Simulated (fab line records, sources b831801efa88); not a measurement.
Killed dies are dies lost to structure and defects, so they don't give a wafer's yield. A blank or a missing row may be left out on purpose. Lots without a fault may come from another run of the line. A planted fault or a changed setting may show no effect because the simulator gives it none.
fab line records | flow sky130
record lots=6 wafers=18 last_day=50
route steps=708 shown DNWELL@41 PWDE@45 NWELL@56 PAD_OPEN@708
lots that met no fault: from a run of the same line without faults
start_h: hours from the record's first day to the start of the lot's first wafer shown | wait_h: hours since the lot's step before | " the same as in the row above | L1.1+2: a row that stands for several wafers | - no value, or no start given | * or withheld: withheld | < > ~ a bound
route shown NAME@n: a module of which the file shows steps, and the number in the route of the first | usual: mean/standard deviation of fault-free wafers | same: alike in all rows | chamber/n: place in a boat | sites: the reading at each site | _std_site: their standard deviation | _edge_site: outer sites' mean less inner sites' | radius_mm: how far each site lies from the wafer's centre | mask NAME#n: copy n | behind: the tool/chamber that last shaped the wafer | hold: why the lot was held/for how many hours/how that ended | device: the transistor (n, p or np) that didn't switch | end of line: the same wafers' tests at the end of the route | a step without rows: its recipe alone | killed: dies lost to structure and defects at the first sort, not the wafer's yield | map: a wafer's dies, x killed, . not, _ none there
set.NAME: the setting as run; set.NAME@STEP: as run at that earlier step | model.NAME: the simulator's own value behind a step, which no gauge read
lots at some steps of the route; a table a step, a row a wafer
services: from which hour (start_h, from the record's first day; less than 0 if before it) a tool's chamber was out of use, for how many hours, and why
## steps
# step SKY_DNWELL_DEVELOP_06
# recipe wall_angle_deg=90 developer=TMAH develop_time_s=60 dev_temp_c=23
# step SKY_DNWELL_IMPLANT_07
# recipe species=P energy_kev=withheld dose_cm2=withheld tilt_deg=withheld
# step SKY_DNWELL_STRIP_08
# recipe chemistry=O2/N2 power_w=1400 pressure_mtorr=1500 platen_temp_c=withheld o2_flow_sccm=3000 n2_flow_sccm=300 overash_fraction=0.5
# usual drypump_motor_current_A=6.0/0.6 oes_product_au=0.722/0.0042 strip_time_to_endpoint_s=36.92/0.079
# same overash_fraction=0.5
# columns lot.wafer tool chamber start_h wait_h drypump_motor_current_A oes_product_au rf_hours_counter_h strip_time_to_endpoint_s
L112.1 plasma_asher-04 1 65.99 0.1 6.3 0.721 36 36.97
L112.2 " 0 " " 6.5 0.719 36 36.84
L112.5 " 1 " " 6.3 0.722 - 36.93
L114.4 plasma_asher-04 0 70.77 0.1 6.5 0.722 - 36.88
L114.5 " 1 " " 6.3 0.725 - 36.84
L114.6 " 0 " " 6.5 0.725 - 36.90
L121.1 plasma_asher-03 0 110.94 0.1 5.9 0.724 30 36.94
L121.5 " 1 " " 6.8 0.716 - 36.86
L121.6 " 0 " " 5.9 0.719 - 37.01
L124.2 plasma_asher-04 0 129.19 0.1 6.5 0.723 43 37.00
L124.3 " 1 " " 6.3 0.727 - 36.94
L124.6 " 1 " " 6.3 0.719 - 36.96
L132.3 plasma_asher-03 0 170.37 0.1 5.9 0.722 - 36.87
L132.5 " 1 " " 6.8 0.724 - 36.90
L132.6 " 0 " " 5.9 0.720 - 36.84
L133.3 plasma_asher-01 0 172.37 0.1 5.1 0.720 - 36.91
L133.4 " 1 " " 5.5 0.724 - 36.92
L133.6 " 0 " " 5.1 0.728 - 36.91
# step SKY_DNWELL_TW_MEAS_09
# usual DNWELL_TW=1106/16
# columns lot.wafer tool chamber start_h wait_h DNWELL_TW
L112.1 film_metro-03 - 66.09 0.1 1104
L112.2 " - " " 1105
L112.5 " - " " 1104
L114.4 film_metro-03 - 70.89 0.1 1094
L114.5 " - " " 1095
L114.6 " - " " 1097
L121.1 film_metro-04 - 111.04 0.1 1125
L121.5 " - " " 1127
L121.6 " - " " 1135
L124.2 film_metro-01 - 129.30 0.1 1101
L124.3 " - " " 1101
L124.6 " - " " 1106
L132.3 film_metro-04 - 170.46 0.1 1134
L132.5 " - " " 1131
L132.6 " - " " 1136
L133.3 film_metro-03 - 172.46 0.1 1092
L133.4 " - " " 1088
L133.6 " - " " 1087
# step SKY_PWDE_DEHYDRATE_00
# recipe temp_c=200 time_s=60
# step SKY_PWDE_HMDS_01
# recipe prime_time_s=60 prime_temp_c=120
# step SKY_PWDE_COAT_02
# recipe spin_rpm=2000 resist_thk_nm=3000
# step SKY_PWDE_SOFTBAKE_03
# recipe temp_c=110 time_s=withheld
# step SKY_PWDE_EXPOSE_04
# recipe mask_id=PWDEM na=0.6 source_shape=conventional sigma_outer=0.6 polarization=unpolarized target_cd_nm=840 dose_mj=214
# step SKY_PWDE_PEB_05
# recipe temp_c=115 time_s=withheld
# step SKY_PWDE_DEVELOP_06
# recipe wall_angle_deg=90 developer=TMAH develop_time_s=60 dev_temp_c=23
# step SKY_PWDE_OVL_MEAS_07
# usual PWDE_OVL=-0.5/1.5
# columns lot.wafer tool chamber start_h wait_h PWDE_OVL[nm]
L112.1 overlay-02 - 83.84 - 1.7
L112.2 " - " " 1.5
L112.5 " - " " 0.5
L114.4 overlay-01 - 88.15 - -0.6
L114.5 " - " " -1.2
L114.6 " - " " -1.7
L121.1 overlay-02 - 129.44 - -1.4
L121.5 " - " " -1.5
L121.6 " - " " 0.4
L124.2 overlay-02 - 149.99 - -0.2
L124.3 " - " " 0.2
L124.6 " - " " -0.3
L132.3 overlay-01 - 190.84 - 1.5
L132.5 " - " " 1.1
L132.6 " - " " 0.8
L133.3 overlay-02 - 194.10 - -2.1
L133.4 " - " " -1.7
L133.6 " - " " -2.8
# step SKY_PWDE_IMPLANT_08
# recipe species=B energy_kev=150 dose_cm2=3.6e+12 tilt_deg=withheld
# usual dose_ions_cm2=3.6e+12/4.7e+09 faraday_current_uA=20.3/0.39
# same implant_ion_amu=11
# columns lot.wafer tool chamber start_h wait_h dose_ions_cm2 faraday_current_uA
L112.1 implanter-03 0 83.87 0.0 3.602e+12 19.9
L112.2 " 0 " " 3.598e+12 20.3
L112.5 " 0 " " 3.594e+12 20.0
L114.4 implanter-04 0 88.25 0.1 3.601e+12 20.1
L114.5 " 0 " " 3.597e+12 20.4
L114.6 " 0 " " 3.593e+12 20.6
L121.1 implanter-03 0 129.47 0.0 1.235e+12 6.5
L121.5 " 0 " " 1.242e+12 6.9
L121.6 " 0 " " 1.236e+12 6.8
L124.2 implanter-03 0 150.05 0.0 1.233e+12 7.1
L124.3 " 0 " " 1.232e+12 6.9
L124.6 " 0 " " 1.236e+12 7.1
L132.3 implanter-02 0 190.91 0.1 3.598e+12 20.1
L132.5 " 0 " " 3.591e+12 20.5
L132.6 " 0 " " 3.592e+12 19.8
L133.3 implanter-02 0 194.17 0.1 3.594e+12 20.2
L133.4 " 0 " " 3.6e+12 20.3
L133.6 " 0 " " 3.595e+12 20.4
# step SKY_PWDE_STRIP_09
# recipe chemistry=O2/N2 power_w=1400 pressure_mtorr=1500 platen_temp_c=withheld o2_flow_sccm=3000 n2_flow_sccm=300 overash_fraction=0.5
# usual drypump_motor_current_A=6.1/0.42 oes_product_au=0.723/0.0041 strip_time_to_endpoint_s=36.90/0.11
# same overash_fraction=0.5
# columns lot.wafer tool chamber start_h wait_h drypump_motor_current_A oes_product_au rf_hours_counter_h strip_time_to_endpoint_s
L112.1 plasma_asher-02 0 84.02 0.1 5.5 0.717 37 36.71
L112.2 " 1 " " 5.9 0.724 37 36.88
L112.5 " 1 " " 5.9 0.716 - 36.71
L114.4 plasma_asher-02 1 88.36 0.1 5.9 0.720 - 36.83
L114.5 " 0 " " 5.5 0.714 - 36.77
L114.6 " 1 " " 5.9 0.724 - 36.77
L121.1 plasma_asher-03 1 129.62 0.1 6.8 0.721 31 36.97
L121.5 " 0 " " 5.9 0.722 - 37.01
L121.6 " 1 " " 6.8 0.727 - 36.82
L124.2 plasma_asher-04 1 150.17 0.1 6.3 0.722 45 36.81
L124.3 " 0 " " 6.5 0.719 - 36.82
L124.6 " 0 " " 6.5 0.721 - 36.83
L132.3 plasma_asher-04 0 191.04 0.1 6.5 0.721 - 36.83
L132.5 " 0 " " 6.5 0.719 - 36.90
L132.6 " 1 " " 6.3 0.716 - 36.85
L133.3 plasma_asher-03 0 194.31 0.1 5.9 0.727 - 37.03
L133.4 " 1 " " 6.8 0.720 - 36.88
L133.6 " 0 " " 5.9 0.720 - 37.02
# step SKY_PWDE_TW_MEAS_10
# usual PWDE_TW=371/5.2
# columns lot.wafer tool chamber start_h wait_h PWDE_TW
L112.1 film_metro-01 - 84.12 0.1 370
L112.2 " - " " 369
L112.5 " - " " 370
L114.4 film_metro-04 - 88.45 0.1 379
L114.5 " - " " 379
L114.6 " - " " 380
L121.1 film_metro-03 - 129.72 0.1 266
L121.5 " - " " 268
L121.6 " - " " 267
L124.2 film_metro-04 - 150.28 0.1 278
L124.3 " - " " 279
L124.6 " - " " 278
L132.3 film_metro-04 - 191.13 0.1 380
L132.5 " - " " 380
L132.6 " - " " 380
L133.3 film_metro-01 - 194.39 0.1 369
L133.4 " - " " 368
L133.6 " - " " 368
# step SKY_NWELL_DEHYDRATE_03
# recipe temp_c=200 time_s=60
# step SKY_NWELL_HMDS_04
# recipe prime_time_s=60 prime_temp_c=120
# step SKY_NWELL_COAT_05
# recipe spin_rpm=2000 resist_thk_nm=3000
# step SKY_NWELL_SOFTBAKE_06
# recipe temp_c=110 time_s=withheld
# step SKY_NWELL_EXPOSE_07
# recipe mask_id=NWM na=0.6 source_shape=conventional sigma_outer=0.6 polarization=unpolarized target_cd_nm=840 dose_mj=255
# step SKY_NWELL_PEB_08
# recipe temp_c=115 time_s=withheld
# step SKY_NWELL_DEVELOP_09
# recipe wall_angle_deg=90 developer=TMAH develop_time_s=60 dev_temp_c=23
# step SKY_NWELL_OVL_MEAS_10
# usual NWELL_00_OVL=-0.5/1.4
# columns lot.wafer tool chamber start_h wait_h NWELL_00_OVL[nm]
L112.1 overlay-02 - 101.69 - -0.2
L112.2 " - " " -0.7
L112.5 " - " " -1.4
L114.4 overlay-01 - 106.60 - 2.7
L114.5 " - " " 1.2
L114.6 " - " " 1.9
L121.1 overlay-01 - 150.11 - 3.0
L121.5 " - " " 0.2
L121.6 " - " " 0.9
L124.2 overlay-02 - 171.03 - -1.5
L124.3 " - " " -2.0
L124.6 " - " " -0.7
L132.3 overlay-02 - 214.07 - -0.1
L132.5 " - " " 0.3
L132.6 " - " " 0.2
L133.3 overlay-02 - 216.74 - 1.3
L133.4 " - " " 2.4
L133.6 " - " " 1.2
# step SKY_NWELL_IMPLANT_11
# recipe species=P energy_kev=400 dose_cm2=1.9e+13 tilt_deg=withheld
# step SKY_NWELL_IMPLANT_12
# recipe species=P energy_kev=120 dose_cm2=1.3e+12 tilt_deg=withheld
# step SKY_NWELL_IMPLANT_13
# recipe species=P energy_kev=50 dose_cm2=7e+11 tilt_deg=withheld
# step SKY_NWELL_STRIP_14
# recipe chemistry=O2/N2 power_w=1400 pressure_mtorr=1500 platen_temp_c=withheld o2_flow_sccm=3000 n2_flow_sccm=300 overash_fraction=0.5
# usual drypump_motor_current_A=5.9/0.48 oes_product_au=0.722/0.005 strip_time_to_endpoint_s=36.84/0.1
# same overash_fraction=0.5
# columns lot.wafer tool chamber start_h wait_h drypump_motor_current_A oes_product_au rf_hours_counter_h strip_time_to_endpoint_s
L112.1 plasma_asher-04 0 102.17 0.1 6.5 0.727 40 37.10
L112.2 " 1 " " 6.3 0.727 40 37.05
L112.5 " 1 " " 6.3 0.723 - 36.95
L114.4 plasma_asher-02 1 107.11 0.1 5.9 0.717 - 36.87
L114.5 " 0 " " 5.5 0.727 - 36.82
L114.6 " 1 " " 5.9 0.717 - 36.83
L121.1 plasma_asher-01 0 150.59 0.1 5.1 0.713 3 36.79
L121.5 " 1 " " 5.6 0.724 - 36.72
L121.6 " 0 " " 5.1 0.715 - 36.69
L124.2 plasma_asher-02 0 171.51 0.1 5.5 0.723 45 36.88
L124.3 " 0 " " 5.5 0.718 - 36.85
L124.6 " 1 " " 5.9 0.722 - 36.91
L132.3 plasma_asher-04 1 214.58 0.1 6.3 0.721 - 36.92
L132.5 " 0 " " 6.5 0.730 - 36.77
L132.6 " 1 " " 6.3 0.713 - 36.77
L133.3 plasma_asher-02 0 217.24 0.1 5.5 0.731 - 36.86
L133.4 " 1 " " 5.9 0.724 - 36.92
L133.6 " 1 " " 5.9 0.724 - 36.86
# step SKY_NWELL_TW_MEAS_15
# usual NWELL_TW=1802/25
# columns lot.wafer tool chamber start_h wait_h NWELL_TW
L112.1 film_metro-03 - 102.27 0.1 1779
L112.2 " - " " 1787
L112.5 " - " " 1784
L114.4 film_metro-01 - 107.20 0.1 1792
L114.5 " - " " 1799
L114.6 " - " " 1804
L121.1 film_metro-03 - 150.69 0.1 1775
L121.5 " - " " 1787
L121.6 " - " " 1772
L124.2 film_metro-03 - 171.62 0.1 1792
L124.3 " - " " 1793
L124.6 " - " " 1781
L132.3 film_metro-03 - 214.66 0.1 1784
L132.5 " - " " 1783
L132.6 " - " " 1792
L133.3 film_metro-01 - 217.33 0.1 1805
L133.4 " - " " 1802
L133.6 " - " " 1794
# step SKY_NWELL_DEHYDRATE_16
# recipe temp_c=200 time_s=60
# step SKY_NWELL_HMDS_17
# recipe prime_time_s=60 prime_temp_c=120
# step SKY_NWELL_COAT_18
# recipe spin_rpm=2000 resist_thk_nm=3000
# step SKY_NWELL_SOFTBAKE_19
# recipe temp_c=110 time_s=withheld
# step SKY_NWELL_EXPOSE_20
# recipe mask_id=NWM_COMPLEMENT na=0.6 source_shape=conventional sigma_outer=0.6 polarization=unpolarized target_cd_nm=840 dose_mj=260
# step SKY_NWELL_PEB_21
# recipe temp_c=115 time_s=withheld
# step SKY_NWELL_DEVELOP_22
# recipe wall_angle_deg=90 developer=TMAH develop_time_s=60 dev_temp_c=23
# step SKY_NWELL_OVL_MEAS_23
# usual NWELL_01_OVL=-0.2/1.6
# columns lot.wafer tool chamber start_h wait_h NWELL_01_OVL[nm]
L112.1 overlay-02 - 120.21 - -1.7
L112.2 " - " " -1.6
L112.5 " - " " -2.0
L114.4 overlay-01 - 126.19 - 2.6
L114.5 " - " " 1.3
L114.6 " - " " 2.5
L121.1 overlay-02 - 171.54 - -0.1
L121.5 " - " " -0.8
L121.6 " - " " -1.4
L124.2 overlay-01 - 193.26 - 1.7
L124.3 " - " " 0.5
L124.6 " - " " 2.8
L132.3 overlay-02 - 237.95 - -3.5
L132.5 " - " " -1.5
L132.6 " - " " -2.6
L133.3 overlay-02 - 240.75 - -0.7
L133.4 " - " " -1.0
L133.6 " - " " -0.9
# step SKY_NWELL_IMPLANT_24
# recipe species=B energy_kev=140 dose_cm2=9.2e+12 tilt_deg=withheld
# step SKY_NWELL_STRIP_25
# recipe chemistry=O2/N2 power_w=1400 pressure_mtorr=1500 platen_temp_c=withheld o2_flow_sccm=3000 n2_flow_sccm=300 overash_fraction=0.5
# usual drypump_motor_current_A=5.9/0.48 oes_product_au=0.723/0.0045 strip_time_to_endpoint_s=36.90/0.094
# same overash_fraction=0.5
# columns lot.wafer tool chamber start_h wait_h drypump_motor_current_A oes_product_au rf_hours_counter_h strip_time_to_endpoint_s
L112.1 plasma_asher-01 1 120.39 0.1 5.6 0.725 0 36.79
L112.2 " 0 " " 5.1 0.726 0 36.91
L112.5 " 1 " " 5.6 0.718 - 36.82
L114.4 plasma_asher-01 0 126.39 0.1 5.1 0.728 - 36.80
L114.5 " 0 " " 5.0 0.718 - 36.98
L114.6 " 1 " " 5.6 0.725 - 36.92
L121.1 plasma_asher-01 0 171.72 0.1 5.2 0.725 5 36.93
L121.5 " 1 " " 5.6 0.724 - 36.95
L121.6 " 0 " " 5.1 0.723 - 37.02
L124.2 plasma_asher-02 0 193.44 0.1 5.5 0.724 47 36.85
L124.3 " 0 " " 5.5 0.720 - 36.78
L124.6 " 0 " " 5.5 0.722 - 36.93
L132.3 plasma_asher-04 1 238.15 0.1 6.3 0.728 - 36.97
L132.5 " 1 " " 6.3 0.726 - 36.88
L132.6 " 0 " " 6.5 0.722 - 36.97
L133.3 plasma_asher-02 0 240.95 0.1 5.5 0.725 - 36.89
L133.4 " 1 " " 5.9 0.726 - 36.90
L133.6 " 1 " " 5.9 0.721 - 36.94
# step SKY_NWELL_TW_MEAS_26
# usual NWELL_2_TW=495/7
# columns lot.wafer tool chamber start_h wait_h NWELL_2_TW
L112.1 film_metro-01 - 120.49 0.1 491
L112.2 " - " " 492
L112.5 " - " " 493
L114.4 film_metro-01 - 126.49 0.1 491
L114.5 " - " " 494
L114.6 " - " " 492
L121.1 film_metro-04 - 171.82 0.1 503
L121.5 " - " " 504
L121.6 " - " " 504
L124.2 film_metro-01 - 193.55 0.1 491
L124.3 " - " " 491
L124.6 " - " " 489
L132.3 film_metro-04 - 238.24 0.1 501
L132.5 " - " " 501
L132.6 " - " " 502
L133.3 film_metro-01 - 241.04 0.1 488
L133.4 " - " " 489
L133.6 " - " " 488
# step SKY_NWELL_CLEAN_27
# recipe chemistry=SC1/SC2 mix=1:4:20 temp_c=70 time_s=150 dry=n2_spin
# step SKY_NWELL_RTA_28
# recipe temp_c=1050 time_s=30 idle_temp_c=650 ramp_up_c_per_s=150 ramp_down_c_per_s=90 ambient=N2
# usual lamp_power_pct=25.31/0.054 wafer_temp_C_max=1054.6/0.96
# columns lot.wafer tool chamber start_h wait_h lamp_power_pct wafer_temp_C_max
L112.1 rtp_anneal-02 0 120.61 0.0 25.25 1054.4
L112.2 " 0 " " 25.39 1054.5
L112.5 " 0 " " 25.22 1054.5
L114.4 rtp_anneal-02 0 126.62 0.1 25.27 1054.3
L114.5 " 0 " " 25.31 1054.3
L114.6 " 0 " " 25.29 1054.5
L121.1 rtp_anneal-02 0 171.93 0.0 25.32 1054.5
L121.5 " 0 " " 25.37 1054.5
L121.6 " 0 " " 25.28 1053.4
L124.2 rtp_anneal-01 0 193.68 0.0 25.19 1054.4
L124.3 " 0 " " 25.30 1054.9
L124.6 " 0 " " 25.25 1054.0
L132.3 rtp_anneal-02 0 238.37 0.0 25.30 1055.1
L132.5 " 0 " " 25.27 1054.7
L132.6 " 0 " " 25.30 1054.7
L133.3 rtp_anneal-01 0 241.16 0.0 25.36 1053.0
L133.4 " 0 " " 25.33 1052.5
L133.6 " 0 " " 25.41 1054.4
# step SKY_NWELL_RS_MEAS_29
# recipe thk_meas_gauge=four-point-probe
# usual NWELL_RS=624.8/1.7
# columns lot.wafer tool chamber start_h wait_h NWELL_RS[ohm/sq]
L112.1 film_metro-04 - 120.71 0.1 625.3
L112.2 " - " " 627.5
L112.5 " - " " 626.5
L114.4 film_metro-04 - 126.73 0.1 623.0
L114.5 " - " " 625.3
L114.6 " - " " 624.1
L121.1 film_metro-01 - 172.03 0.1 626.7
L121.5 " - " " 627.5
L121.6 " - " " 625.9
L124.2 film_metro-01 - 193.78 0.1 624.7
L124.3 " - " " 624.0
L124.6 " - " " 625.4
L132.3 film_metro-03 - 238.48 0.1 623.7
L132.5 " - " " 623.8
L132.6 " - " " 623.9
L133.3 film_metro-03 - 241.27 0.1 623.4
L133.4 " - " " 620.6
L133.6 " - " " 623.3
# step SKY_NWELL_RS_MEAS_31
# recipe thk_meas_gauge=four-point-probe
# usual PWDE_RS=5269/17
# columns lot.wafer tool chamber start_h wait_h PWDE_RS[ohm/sq]
L112.1 film_metro-04 - 120.95 0.1 5253
L112.2 " - " " 5261
L112.5 " - " " 5265
L114.4 film_metro-04 - 126.97 0.1 5265
L114.5 " - " " 5252
L114.6 " - " " 5233
L121.1 film_metro-01 - 172.27 0.1 -
L121.5 " - " " -
L121.6 " - " " -
L124.2 film_metro-01 - 194.02 0.1 -
L124.3 " - " " -
L124.6 " - " " -
L132.3 film_metro-03 - 238.72 0.1 5281
L132.5 " - " " 5289
L132.6 " - " " 5261
L133.3 film_metro-03 - 241.51 0.1 5266
L133.4 " - " " 5277
L133.6 " - " " 5288
# step SKY_PAD_OPEN_PROBE_99
# usual killed_at_M0_to_M3=43/6.4 killed_at_M4_up=3.2/1.8 killed_at_contacts=25/5.5 killed_at_front_end=16/5.2 killed_at_other=0.3/0.49 killed_dies=88/10 killed_open=48/7 killed_short=40/7.1
# same gross_dies=492 killed_at_back_side=0
# columns lot.wafer tool chamber start_h wait_h killed_at_M0_to_M3 killed_at_M4_up killed_at_contacts killed_at_front_end killed_at_other killed_dies killed_open killed_short model.etest.res_p_drift_20v.line_ohm_um model.etest.res_p_drift_20v.rs_ohm_sq model.etest.res_pwde_under_gate.rs_ohm_sq
L112.1 prober-02 - 1104.20 0.1 49 4 29 17 1 100 52 48 1.086e+04 9109 6210
L112.2 prober-02 - 1104.25 0.1 40 4 26 14 0 84 37 47 1.097e+04 9357 6252
L112.5 prober-02 - 1104.40 0.2 49 1 24 17 0 91 44 47 1.117e+04 9311 6230
L114.4 prober-01 - 1112.54 0.2 44 5 26 18 0 93 49 44 1.103e+04 9242 6179
L114.5 prober-01 - 1112.59 0.2 40 4 20 17 1 82 42 40 1.081e+04 9143 6151
L114.6 prober-01 - 1112.64 0.2 50 3 32 13 0 98 51 47 1.163e+04 9747 6174
L121.1 prober-01 - 1160.78 0.1 48 1 29 29 0 107 67 40 3.262e+04 2.74e+04 1.924e+04
L121.5 prober-01 - 1160.98 0.2 44 3 28 18 0 93 43 50 3.252e+04 2.711e+04 1.895e+04
L121.6 prober-01 - 1161.03 0.2 46 1 27 15 0 89 36 53 3.222e+04 2.688e+04 1.914e+04
L124.2 prober-01 - 1174.40 0.1 44 1 30 10 0 85 54 31 3.804e+04 3.195e+04 1.835e+04
L124.3 prober-01 - 1174.45 0.2 34 7 19 15 1 76 41 35 4.384e+04 3.63e+04 1.839e+04
L124.6 prober-01 - 1174.60 0.2 36 4 36 14 0 90 38 52 3.893e+04 3.273e+04 1.85e+04
L133.3 prober-01 - 1207.05 0.2 51 5 22 16 0 94 57 37 1.245e+04 1.038e+04 6181
L133.4 prober-01 - 1207.10 0.2 49 6 20 19 0 94 47 47 1.329e+04 1.116e+04 6223
L133.6 prober-01 - 1207.20 0.2 38 3 20 15 0 76 45 31 1.2e+04 1.012e+04 6206
L132.3 prober-02 - 1210.35 0.2 33 0 41 22 1 97 54 43 1.337e+04 1.111e+04 6250
L132.5 prober-02 - 1210.45 0.2 32 6 27 6 1 72 41 31 1.348e+04 1.127e+04 6217
L132.6 prober-02 - 1210.50 0.2 41 2 25 16 0 84 49 35 1.198e+04 1.017e+04 6146
# killed by level:class
L112.1 CONTACT:geometric_particle:open=11 METAL1:geometric_particle:short=10 VIA1:geometric_particle:open=9 CONTACT:geometric_particle:short=7 VIA3:geometric_particle:open=7 FIELD_ISO:geometric_particle:short=6 VIA1:geometric_particle:short=6 METAL2:geometric_particle:short=6
L112.2 LOCAL_INTERCONNECT:geometric_particle:short=9 VIA1:geometric_particle:open=8 CONTACT:geometric_particle:open=8 METAL1:geometric_particle:short=6 METAL2:geometric_particle:short=6 VIA3:geometric_particle:open=6 POLY_GATE:geometric_particle:short=5 VIA1:geometric_particle:short=4
L112.5 VIA1:geometric_particle:open=14 LOCAL_INTERCONNECT:geometric_particle:short=8 METAL2:geometric_particle:short=7 LI_CONTACT:geometric_particle:open=6 VIA1:geometric_particle:short=6 VIA3:geometric_particle:open=5 CONTACT:geometric_particle:open=5 METAL1:geometric_particle:short=5
L114.4 VIA3:geometric_particle:open=10 METAL1:geometric_particle:short=8 CONTACT:geometric_particle:open=7 LOCAL_INTERCONNECT:geometric_particle:short=6 CONTACT:geometric_particle:short=6 VIA1:geometric_particle:open=6 VIA2:geometric_particle:open=6 FIELD_ISO:geometric_particle:open=4
L114.5 CONTACT:geometric_particle:open=8 METAL1:geometric_particle:short=7 VIA3:geometric_particle:open=7 LOCAL_INTERCONNECT:geometric_particle:short=5 VIA2:geometric_particle:short=5 VIA2:geometric_particle:open=5 FIELD_ISO:geometric_particle:open=4 SPACER:geometric_particle:open=4
L114.6 METAL1:geometric_particle:short=10 VIA1:geometric_particle:open=10 CONTACT:geometric_particle:open=9 LI_CONTACT:geometric_particle:open=8 VIA3:geometric_particle:open=8 LOCAL_INTERCONNECT:geometric_particle:short=7 CONTACT:geometric_particle:short=6 METAL2:geometric_particle:short=6
L121.1 CONTACT:geometric_particle:open=13 VIA1:geometric_particle:open=13 FIELD_ISO:geometric_particle:open=10 FIELD_ISO:geometric_particle:short=9 VIA3:geometric_particle:open=9 VIA2:geometric_particle:open=8 POLY_GATE:geometric_particle:short=6 LI_CONTACT:geometric_particle:open=5
L121.5 CONTACT:geometric_particle:short=11 VIA1:geometric_particle:open=9 VIA2:geometric_particle:open=7 CONTACT:geometric_particle:open=6 VIA3:geometric_particle:open=6 VIA3:geometric_particle:short=5 VIA1:geometric_particle:short=5 METAL2:geometric_particle:short=5
L121.6 VIA1:geometric_particle:open=11 LI_CONTACT:geometric_particle:short=6 LI_CONTACT:geometric_particle:open=6 VIA1:geometric_particle:short=6 FIELD_ISO:geometric_particle:short=5 POLY_GATE:geometric_particle:short=5 CONTACT:geometric_particle:open=5 CONTACT:geometric_particle:short=5
L124.2 CONTACT:geometric_particle:open=13 LI_CONTACT:geometric_particle:open=9 VIA3:geometric_particle:open=9 VIA1:geometric_particle:short=7 VIA1:geometric_particle:open=7 VIA2:geometric_particle:open=6 METAL1:geometric_particle:short=4 VIA2:geometric_particle:short=4
L124.3 LI_CONTACT:geometric_particle:open=9 FIELD_ISO:geometric_particle:open=7 FIELD_ISO:geometric_particle:short=6 VIA2:geometric_particle:open=5 METAL1:geometric_particle:short=5 METAL3:geometric_particle:short=5 VIA1:geometric_particle:open=4 VIA3:geometric_particle:open=4
L124.6 CONTACT:geometric_particle:open=12 LI_CONTACT:geometric_particle:open=8 POLY_GATE:geometric_particle:short=7 METAL1:geometric_particle:short=7 CONTACT:geometric_particle:short=7 VIA1:geometric_particle:open=6 METAL2:geometric_particle:short=6 LOCAL_INTERCONNECT:geometric_particle:short=5
L133.3 VIA1:geometric_particle:open=18 VIA2:geometric_particle:open=8 LI_CONTACT:geometric_particle:open=7 CONTACT:geometric_particle:short=6 CONTACT:geometric_particle:open=5 VIA1:geometric_particle:short=5 METAL3:geometric_particle:short=5 POLY_GATE:geometric_particle:open=4
L133.4 VIA1:geometric_particle:open=9 VIA3:geometric_particle:open=9 POLY_GATE:geometric_particle:open=7 CONTACT:geometric_particle:short=7 VIA1:geometric_particle:short=6 METAL3:geometric_particle:short=6 POLY_GATE:geometric_particle:short=5 LI_CONTACT:geometric_particle:open=5
L133.6 CONTACT:geometric_particle:open=9 VIA1:geometric_particle:open=7 VIA1:geometric_particle:short=6 POLY_GATE:geometric_particle:open=5 VIA3:geometric_particle:open=5 VIA2:geometric_particle:open=5 CONTACT:geometric_particle:short=4 METAL1:geometric_particle:short=4
L132.3 CONTACT:geometric_particle:open=14 FIELD_ISO:geometric_particle:open=10 LI_CONTACT:geometric_particle:open=10 CONTACT:geometric_particle:short=8 VIA1:geometric_particle:open=7 VIA3:geometric_particle:open=7 FIELD_ISO:geometric_particle:short=5 LOCAL_INTERCONNECT:geometric_particle:short=5
L132.5 CONTACT:geometric_particle:open=10 LI_CONTACT:geometric_particle:open=10 VIA3:geometric_particle:open=8 METAL2:geometric_particle:short=7 METAL4:geometric_particle:short=6 VIA1:geometric_particle:open=4 VIA2:geometric_particle:open=4 METAL3:geometric_particle:short=4
L132.6 CONTACT:geometric_particle:open=13 VIA1:geometric_particle:open=7 VIA3:geometric_particle:open=7 METAL2:geometric_particle:short=6 FIELD_ISO:geometric_particle:short=5 VIA2:geometric_particle:open=5 VIA1:geometric_particle:short=5 FIELD_ISO:geometric_particle:open=4
## services
# columns tool chamber start_h hours kind
plasma_asher-03 - 70.67 3.5 repair
implanter-04 - 81.49 6.4 repair
rtp_anneal-01 - 89.81 40.5 pm
plasma_asher-01 - 108.75 9.0 pm
plasma_asher-01 0 108.75 9.0 vent_cycle
plasma_asher-01 1 108.75 9.0 vent_cycle
implanter-02 - 110.73 5.5 pm
plasma_asher-01 0 117.75 - clean
plasma_asher-01 1 117.75 - clean
implanter-04 - 128.53 3.4 repair
rtp_anneal-02 - 130.30 4.6 pm
implanter-04 - 130.70 7.0 repair
implanter-02 - 144.88 14.3 pm
implanter-03 - 165.41 4.2 repair
implanter-03 - 176.10 2.7 repair
plasma_asher-01 - 182.78 4.0 pm
implanter-04 - 184.62 7.5 pm
implanter-02 - 200.59 13.8 repair
plasma_asher-01 - 203.59 14.6 pm
implanter-03 - 207.92 4.1 pm
implanter-03 - 221.31 6.2 repair
implanter-03 - 234.75 1.7 repair
## key
first_sign step=SKY_PWDE_IMPLANT_08 reading=dose_ions_cm2 direction=down sigmas=99+ usual=* struck=*
effect step=SKY_PWDE_IMPLANT_08 reading=faraday_current_uA direction=down sigmas=34 usual=20.3 struck=6.9
effect step=SKY_PWDE_TW_MEAS_10 reading=PWDE_TW direction=down sigmas=19 usual=371 struck=273
effect step=SKY_NWELL_RS_MEAS_31 reading=PWDE_RS direction=missing
model_effect step=SKY_PAD_OPEN_PROBE_99 value=etest.res_p_drift_20v.line_ohm_um without=1.198e+04 struck=3.636e+04
met_at SKY_PWDE_IMPLANT_08
struck_wafers L121.1,L121.5,L121.6,L124.2,L124.3,L124.6
tester_left_out L121,L124
onset_between 83.87 129.47
fault kind=process_parameter_drift tool=implanter-03 chamber=- onset_h=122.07 steps=SKY_PWDE_IMPLANT_08 channel=dose_cm2 offset=* shape=step end_h=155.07 acts_in=* stated=*
# tester_left_out: of these lots the tester's yield and bins aren't shown, on N5 and GAA mostly nor the transistor test; their killed dies are dies lost to structure and defects alone, not to doping, threshold or leakage, so they don't give the yield
